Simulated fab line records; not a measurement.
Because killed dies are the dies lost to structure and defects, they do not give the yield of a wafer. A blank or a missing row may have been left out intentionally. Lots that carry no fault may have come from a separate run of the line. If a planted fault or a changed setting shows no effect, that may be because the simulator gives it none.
Which tool did it? || flow gf180mcu || 8 lots, 24 wafers sampled, at 6 steps of a route of 602

== WHAT THE GAUGES SHOWED, per wafer ==
GF_LVPWELL_TW_MEAS_11. Usual: for LVPWELL_TW the level is 559.9 and the standard deviation is 2.8.
{"lot": "L610", "measured": "day 3 23:32", "on": "film-metro-01", "LVPWELL_TW": "556.7 555.1 560.9", "flag": ""}
{"lot": "L611", "measured": "day 4 04:05", "on": "film-metro-04", "LVPWELL_TW": "556.3 557.0 558.3", "flag": ""}
{"lot": "L612", "measured": "day 4 09:41", "on": "film-metro-04", "LVPWELL_TW": "555.8 557.1 556.8", "flag": ""}
{"lot": "L613", "measured": "day 4 16:55", "on": "film-metro-01", "LVPWELL_TW": "562.1 564.1 561.5", "flag": ""}
{"lot": "L614", "measured": "day 4 19:59", "on": "film-metro-01", "LVPWELL_TW": "565.2 564.6 563.2", "flag": ""}
{"lot": "L615", "measured": "day 5 01:28", "on": "film-metro-04", "LVPWELL_TW": "561.2 560.1 562.2", "flag": ""}
{"lot": "L624", "measured": "day 7 04:05", "on": "film-metro-01", "LVPWELL_TW": "559.3 557.9 559.6", "flag": ""}
{"lot": "L625", "measured": "day 7 09:07", "on": "film-metro-01", "LVPWELL_TW": "558.7 561.5 561.5", "flag": ""}

GF_VT_IMPLANT_RS_MEAS_48: measurement is done with a four-point probe. Usual: for LVPWELL_RS the level is 1197.5 ohm/sq and the standard deviation is 3.
{"lot": "L610", "measured": "day 7 15:29", "on": "film-metro-04", "LVPWELL_RS (ohm/sq)": "1201.4 1194.3 1197.1", "flag": ""}
{"lot": "L611", "measured": "day 7 20:52", "on": "film-metro-04", "LVPWELL_RS (ohm/sq)": "1195.8 1199.1 1195.7", "flag": ""}
{"lot": "L612", "measured": "day 8 03:59", "on": "film-metro-01", "LVPWELL_RS (ohm/sq)": "1194.3 1192.0 1194.6", "flag": ""}
{"lot": "L613", "measured": "day 8 12:35", "on": "film-metro-01", "LVPWELL_RS (ohm/sq)": "1194.4 1195.2 1197.5", "flag": ""}
{"lot": "L614", "measured": "day 8 15:42", "on": "film-metro-01", "LVPWELL_RS (ohm/sq)": "1199.4 1198.0 1199.1", "flag": ""}
{"lot": "L615", "measured": "day 8 21:38", "on": "film-metro-04", "LVPWELL_RS (ohm/sq)": "1200.3 1193.5 1195.7", "flag": ""}
{"lot": "L624", "measured": "day 11 10:44", "on": "film-metro-04", "LVPWELL_RS (ohm/sq)": "1195.7 1194.4 1199.8", "flag": ""}
{"lot": "L625", "measured": "day 11 15:29", "on": "film-metro-04", "LVPWELL_RS (ohm/sq)": "1201.0 1198.2 1199.4", "flag": ""}

GF_HV_LDD_TW_MEAS_38. Usual: for HV_LDD_3_TW the level is 1439 and the standard deviation is 6.7.
{"lot": "L610", "measured": "day 11 18:07", "on": "film-metro-03", "HV_LDD_3_TW": "1441 1434 1430", "flag": ""}
{"lot": "L611", "measured": "day 12 01:16", "on": "film-metro-03", "HV_LDD_3_TW": "1440 1435 1442", "flag": ""}
{"lot": "L612", "measured": "day 12 05:52", "on": "film-metro-03", "HV_LDD_3_TW": "1435 1433 1435", "flag": ""}
{"lot": "L613", "measured": "day 12 16:46", "on": "film-metro-04", "HV_LDD_3_TW": "1446 1441 1447", "flag": ""}
{"lot": "L614", "measured": "day 12 19:55", "on": "film-metro-04", "HV_LDD_3_TW": "1450 1445 1444", "flag": ""}
{"lot": "L615", "measured": "day 13 00:08", "on": "film-metro-04", "HV_LDD_3_TW": "1435 1451 1450", "flag": ""}
{"lot": "L624", "measured": "day 16 01:01", "on": "film-metro-01", "HV_LDD_3_TW": "1590 1601 1598", "flag": "OFF"}
{"lot": "L625", "measured": "day 16 06:45", "on": "film-metro-03", "HV_LDD_3_TW": "1599 1603 1602", "flag": "OFF"}

GF_HV_LDD_RS_MEAS_53: measurement is done with a four-point probe. Usual: for HV_LDD_RS the level is 418.5 ohm/sq and the standard deviation is 1.1.
{"lot": "L610", "measured": "day 12 13:35", "on": "film-metro-03", "HV_LDD_RS (ohm/sq)": "416.4 416.8 416.5", "flag": ""}
{"lot": "L611", "measured": "day 12 21:48", "on": "film-metro-04", "HV_LDD_RS (ohm/sq)": "418.5 419.7 419.1", "flag": ""}
{"lot": "L612", "measured": "day 13 01:37", "on": "film-metro-04", "HV_LDD_RS (ohm/sq)": "420.7 420.7 421.6", "flag": ""}
{"lot": "L613", "measured": "day 13 13:14", "on": "film-metro-01", "HV_LDD_RS (ohm/sq)": "417.2 417.8 418.2", "flag": ""}
{"lot": "L614", "measured": "day 13 17:01", "on": "film-metro-03", "HV_LDD_RS (ohm/sq)": "418.6 417.5 418.7", "flag": ""}
{"lot": "L615", "measured": "day 13 21:04", "on": "film-metro-04", "HV_LDD_RS (ohm/sq)": "420.0 419.1 419.8", "flag": ""}
{"lot": "L624", "measured": "day 16 23:19", "on": "film-metro-04", "HV_LDD_RS (ohm/sq)": "423.9 423.4 422.9", "flag": "OFF"}
{"lot": "L625", "measured": "day 17 05:53", "on": "film-metro-03", "HV_LDD_RS (ohm/sq)": "423.0 423.2 423.1", "flag": "OFF"}

== WHICH TOOL RAN EACH LOT (tool, then ch and the chambers of the sampled wafers, then the start) ==
{"lot": "L610", "GF_VT_IMPLANT_STRIP_20": "plasma-asher-04 ch 0,1, day 6 08:53", "GF_HV_LDD_IMPLANT_36": "implanter-01 ch 0, day 11 17:52"}
{"lot": "L611", "GF_VT_IMPLANT_STRIP_20": "plasma-asher-04 ch 1, day 6 13:14", "GF_HV_LDD_IMPLANT_36": "implanter-02 ch 0, day 12 01:02"}
{"lot": "L612", "GF_VT_IMPLANT_STRIP_20": "plasma-asher-04 ch 0,1, day 6 20:18", "GF_HV_LDD_IMPLANT_36": "implanter-04 ch 0, day 12 05:38"}
{"lot": "L613", "GF_VT_IMPLANT_STRIP_20": "plasma-asher-04 ch 0,1, day 7 03:29", "GF_HV_LDD_IMPLANT_36": "implanter-01 ch 0, day 12 16:31"}
{"lot": "L614", "GF_VT_IMPLANT_STRIP_20": "plasma-asher-02 ch 0, day 7 06:51", "GF_HV_LDD_IMPLANT_36": "implanter-01 ch 0, day 12 19:40"}
{"lot": "L615", "GF_VT_IMPLANT_STRIP_20": "plasma-asher-04 ch 0,1, day 7 13:20", "GF_HV_LDD_IMPLANT_36": "implanter-01 ch 0, day 12 23:53"}
{"lot": "L624", "GF_VT_IMPLANT_STRIP_20": "plasma-asher-04 ch 0,1, day 9 22:11", "GF_HV_LDD_IMPLANT_36": "implanter-04 ch 0, day 16 00:46"}
{"lot": "L625", "GF_VT_IMPLANT_STRIP_20": "plasma-asher-02 ch 0,1, day 10 03:15", "GF_HV_LDD_IMPLANT_36": "implanter-04 ch 0, day 16 06:30"}
- GF_VT_IMPLANT_STRIP_20: strips in O2/N2.
- GF_HV_LDD_IMPLANT_36

== WHAT THE TOOLS THEMSELVES READ (means of the sampled wafers that have a number; where no wafer has one, the mark that the record gives instead) ==
GF_VT_IMPLANT_STRIP_20. Usual: drypump-motor-current-A 5.8 A, standard deviation 0.39; heater-power-w 323 W, standard deviation 40; n2-flow-sccm 300.0 sccm, standard deviation 0.87; oes-product-au 0.716 a.u., standard deviation 0.0045; strip-time-to-endpoint-s 12.63 s, standard deviation 0.04.
{"lot": "L610", "tool": "plasma-asher-04", "drypump-motor-current-A (A)": 5.7, "heater-power-w (W)": 337, "n2-flow-sccm (sccm)": 299.8, "oes-product-au (a.u.)": 0.717, "strip-time-to-endpoint-s (s)": 12.67, "flag": ""}
{"lot": "L611", "tool": "plasma-asher-04", "drypump-motor-current-A (A)": 6.4, "heater-power-w (W)": 282, "n2-flow-sccm (sccm)": 301.6, "oes-product-au (a.u.)": 0.714, "strip-time-to-endpoint-s (s)": 12.60, "flag": ""}
{"lot": "L612", "tool": "plasma-asher-04", "drypump-motor-current-A (A)": 6.0, "heater-power-w (W)": 311, "n2-flow-sccm (sccm)": 299.7, "oes-product-au (a.u.)": 0.714, "strip-time-to-endpoint-s (s)": 12.64, "flag": ""}
{"lot": "L613", "tool": "plasma-asher-04", "drypump-motor-current-A (A)": 6.0, "heater-power-w (W)": 312, "n2-flow-sccm (sccm)": 299.2, "oes-product-au (a.u.)": 0.717, "strip-time-to-endpoint-s (s)": 12.60, "flag": ""}
{"lot": "L614", "tool": "plasma-asher-02", "drypump-motor-current-A (A)": 5.7, "heater-power-w (W)": 277, "n2-flow-sccm (sccm)": 300.1, "oes-product-au (a.u.)": 0.713, "strip-time-to-endpoint-s (s)": 12.62, "flag": ""}
{"lot": "L615", "tool": "plasma-asher-04", "drypump-motor-current-A (A)": 6.0, "heater-power-w (W)": 307, "n2-flow-sccm (sccm)": 300.5, "oes-product-au (a.u.)": 0.717, "strip-time-to-endpoint-s (s)": 12.62, "flag": ""}
{"lot": "L624", "tool": "plasma-asher-04", "drypump-motor-current-A (A)": 5.7, "heater-power-w (W)": 338, "n2-flow-sccm (sccm)": 299.6, "oes-product-au (a.u.)": 0.722, "strip-time-to-endpoint-s (s)": 12.58, "flag": ""}
{"lot": "L625", "tool": "plasma-asher-02", "drypump-motor-current-A (A)": 5.7, "heater-power-w (W)": 296, "n2-flow-sccm (sccm)": 299.9, "oes-product-au (a.u.)": 0.717, "strip-time-to-endpoint-s (s)": 12.70, "flag": ""}

GF_HV_LDD_IMPLANT_36. Usual: dose-ions-cm2 7.501e+12, standard deviation 6.9e+09.
{"lot": "L610", "tool": "implanter-01", "dose-ions-cm2": 7.504e+12, "flag": ""}
{"lot": "L611", "tool": "implanter-02", "dose-ions-cm2": 7.504e+12, "flag": ""}
{"lot": "L612", "tool": "implanter-04", "dose-ions-cm2": 7.502e+12, "flag": ""}
{"lot": "L613", "tool": "implanter-01", "dose-ions-cm2": 7.504e+12, "flag": ""}
{"lot": "L614", "tool": "implanter-01", "dose-ions-cm2": 7.499e+12, "flag": ""}
{"lot": "L615", "tool": "implanter-01", "dose-ions-cm2": 7.500e+12, "flag": ""}
{"lot": "L624", "tool": "implanter-04", "dose-ions-cm2": 7.497e+12, "flag": ""}
{"lot": "L625", "tool": "implanter-04", "dose-ions-cm2": 7.498e+12, "flag": ""}

== THE ANSWER, worked out from the rows above alone ==
Rule: a lot is off if the mean of its wafers that have a number lies more than 3 standard deviations from the usual mean. A lot without any number at a reading at which 4 lots or more have one is off too. All remaining lots with rows at the step are treated as sound. After the gauges, taken in route order, come the tools' own readings; for these a lot's mean is taken, as printed above. At the first step where some lot is off, the reading lying furthest off is the one used; lots without a number count as furthest.
Off: L624, L625, seen at GF_HV_LDD_TW_MEAS_38 (HV_LDD_3_TW).
If a tool, at a process step before that reading, ran all the lots that are off and no sound lot after the first of them, it fits. The gauges at GF_HV_LDD_TW_MEAS_38 are tried like those tools. One candidate fits, namely implanter-04 at GF_HV_LDD_IMPLANT_36. Its last sound lot is L612 (day 12 05:38), its first lot that is off L624 (day 16 00:46): a fault that began between those two fits.

== WHAT THE SIMULATOR HAD INSERTED ==
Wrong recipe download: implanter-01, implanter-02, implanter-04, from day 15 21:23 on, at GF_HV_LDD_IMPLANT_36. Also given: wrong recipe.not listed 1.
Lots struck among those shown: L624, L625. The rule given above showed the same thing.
